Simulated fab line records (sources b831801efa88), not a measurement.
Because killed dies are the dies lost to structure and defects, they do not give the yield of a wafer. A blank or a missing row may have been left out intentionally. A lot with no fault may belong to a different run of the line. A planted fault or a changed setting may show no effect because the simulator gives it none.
Comparing a struck lot with a sound one | flow gf180mcu | 43 steps out of a route of 602
Sound: wafers L199.1, L199.3, L199.6. Struck: wafers L196.1, L196.3, L196.4. The cause is named last.
For every step that has rows: the tool of each side, followed by ch and its chambers, followed by its first start. Under that, the readings that differ: sound wafers | struck wafers | difference of the means | sigmas: that difference in standard deviations of wafers without a fault.
alike: a reading whose means differ by less than 2 such deviations, as well as words and numbers matching on both sides. not compared: withheld readings; readings where some wafer has no value; bounds like >300 that might hide an equal value; numbers whose values overlap and for which the record gives no deviation.
Wherever a step has rows on one side only, a row that says differs or no value, or a row with sigmas, the two part there. Numbers that have no deviation but don't overlap get no sigmas and don't part them. Lack of a reading on every wafer of one side parts them only where that side has two or more wafers.

first, 5 steps without rows for these wafers: GF_HV_LDD_COAT_02 (resist thk 1000 nm); GF_HV_LDD_SOFTBAKE_03 (time 58.85 s); GF_HV_LDD_EXPOSE_04 (exposes mask Nplus LV AREA, target cd 400 nm); GF_HV_LDD_PEB_05; GF_HV_LDD_DEVELOP_06 (develop time 60 s).
GF_HV_LDD_CD_MEAS_07 targets a cd of 400 nm.
  sound on cd_sem-01, day 15 10:02; struck on cd_sem-02, day 14 14:50
  alike: cd_nm
GF_HV_LDD_OVL_MEAS_08:
  sound on overlay-01, day 15 10:10; struck on overlay-01, day 14 14:58
  alike: HV_LDD_OVL
following that, these wafers have no rows for 1 step: GF_HV_LDD_IMPLANT_09.
GF_HV_LDD_STRIP_10: strips in O2/N2.
  sound on plasma_asher-04 ch 0,1, day 15 10:20; struck on plasma_asher-02 ch 0,1, day 14 15:08
  alike: drypump_motor_current_A, heater_power_w, oes_product_au, strip_time_to_endpoint_s
  not compared: rf_hours_counter_h
GF_HV_LDD_TW_MEAS_11:
  sound on film_metro-02, day 15 10:26; struck on film_metro-01, day 14 15:14
  alike: HV_LDD_TW
then, 2 steps without rows for these wafers: GF_HV_LDD_DEHYDRATE_12 (time 60 s); GF_HV_LDD_HMDS_13 (prime time 60 s).
GF_HV_LDD_COAT_14: resist thk 1000 nm.
  struck on litho_track-04, day 15 02:26; sound on litho_track-02 ch 0, day 15 21:08
  no value came back on the struck wafers for chill_plate_temp_C (C), dispense_pressure_kPa (kPa); on the sound wafers chill_plate_temp_C (C) reads 23.13 23.12 23.03
then, 4 steps without rows for these wafers: GF_HV_LDD_SOFTBAKE_15 (time 60 s); GF_HV_LDD_EXPOSE_16 (exposes mask Pplus LV AREA, target cd 400 nm); GF_HV_LDD_PEB_17; GF_HV_LDD_DEVELOP_18 (develop time 60 s).
GF_HV_LDD_CD_MEAS_19 targets a cd of 400 nm.
  sound on cd_sem-01, day 16 08:26; struck on cd_sem-02, day 15 13:23
  reading    | sound             | struck | difference                    | sigmas
  cd_nm (nm) | 399.4 397.0 400.9 | - - -  | no value on the struck wafers |
GF_HV_LDD_OVL_MEAS_20:
  sound on overlay-02, day 16 08:33; struck on overlay-02, day 15 13:30
  reading            | sound       | struck | difference                    | sigmas
  HV_LDD_01_OVL (nm) | 2.5 0.6 2.3 | - - -  | no value on the struck wafers |
following that, these wafers have no rows for 1 step: GF_HV_LDD_IMPLANT_21.
GF_HV_LDD_STRIP_22: strips in O2/N2.
  sound on plasma_asher-02 ch 0,1, day 16 08:44; struck on plasma_asher-01 ch 0,1, day 15 13:41
  no value came back on the struck wafers for oes_product_au (a.u.), strip_time_to_endpoint_s (s); on the sound wafers oes_product_au (a.u.) reads 0.705 0.716 0.719
  alike: drypump_motor_current_A, heater_power_w
  not compared: rf_hours_counter_h
GF_HV_LDD_TW_MEAS_23:
  sound on film_metro-04, day 16 08:50; struck on film_metro-04, day 15 13:47
  alike: HV_LDD_2_TW
then, 7 steps without rows for these wafers: GF_HV_LDD_DEHYDRATE_24 (time 60 s); GF_HV_LDD_HMDS_25 (prime time 60 s); GF_HV_LDD_COAT_26 (resist thk 1000 nm); GF_HV_LDD_SOFTBAKE_27 (time 60 s); GF_HV_LDD_EXPOSE_28 (exposes mask Nplus HV AREA, target cd 400 nm); GF_HV_LDD_PEB_29; GF_HV_LDD_DEVELOP_30 (develop time 60 s).
GF_HV_LDD_CD_MEAS_31 targets a cd of 400 nm.
  sound on cd_sem-01, day 17 07:32; struck on cd_sem-02, day 16 11:45
  alike: cd_nm
GF_HV_LDD_OVL_MEAS_32:
  sound on overlay-02, day 17 07:39; struck on overlay-02, day 16 11:52
  alike: HV_LDD_02_OVL
then, 4 steps without rows for these wafers: GF_HV_LDD_IMPLANT_33; GF_HV_LDD_IMPLANT_34; GF_HV_LDD_IMPLANT_35; GF_HV_LDD_IMPLANT_36.
GF_HV_LDD_STRIP_37: strips in O2/N2.
  sound on plasma_asher-01 ch 0,1, day 17 08:17; struck on plasma_asher-04 ch 0,1, day 16 12:31
  alike: drypump_motor_current_A, heater_power_w, oes_product_au, strip_time_to_endpoint_s
  not compared: rf_hours_counter_h
GF_HV_LDD_TW_MEAS_38:
  sound on film_metro-02, day 17 08:23; struck on film_metro-04, day 16 12:50
  reading     | sound          | struck         | difference | sigmas
  HV_LDD_3_TW | 1418 1428 1423 | 1586 1584 1578 | +160       | +28
  not compared: hold
then, 4 steps without rows for these wafers: GF_HV_LDD_HMDS_40 (prime time 60 s); GF_HV_LDD_COAT_41 (resist thk 1000 nm); GF_HV_LDD_SOFTBAKE_42 (time 60 s); GF_HV_LDD_EXPOSE_43 (exposes mask Pplus HV AREA, target cd 400 nm).
GF_HV_LDD_TW_MEAS_50:
  sound on film_metro-02, day 18 08:32; struck on film_metro-02, day 17 12:07
  reading     | sound             | struck               | difference | sigmas
  HV_LDD_4_TW | 559.1 562.5 559.8 | 1085.0 1086.8 1095.2 | +528.5     | +99 or more
  not compared: hold
following that, these wafers have no rows for 1 step: GF_PASSIVATION_PROBE_99.

## WHERE THEY PART
Earliest at GF_HV_LDD_COAT_14; latest, in this record, at GF_HV_LDD_TW_MEAS_50.

WHY: the cause the simulator had injected
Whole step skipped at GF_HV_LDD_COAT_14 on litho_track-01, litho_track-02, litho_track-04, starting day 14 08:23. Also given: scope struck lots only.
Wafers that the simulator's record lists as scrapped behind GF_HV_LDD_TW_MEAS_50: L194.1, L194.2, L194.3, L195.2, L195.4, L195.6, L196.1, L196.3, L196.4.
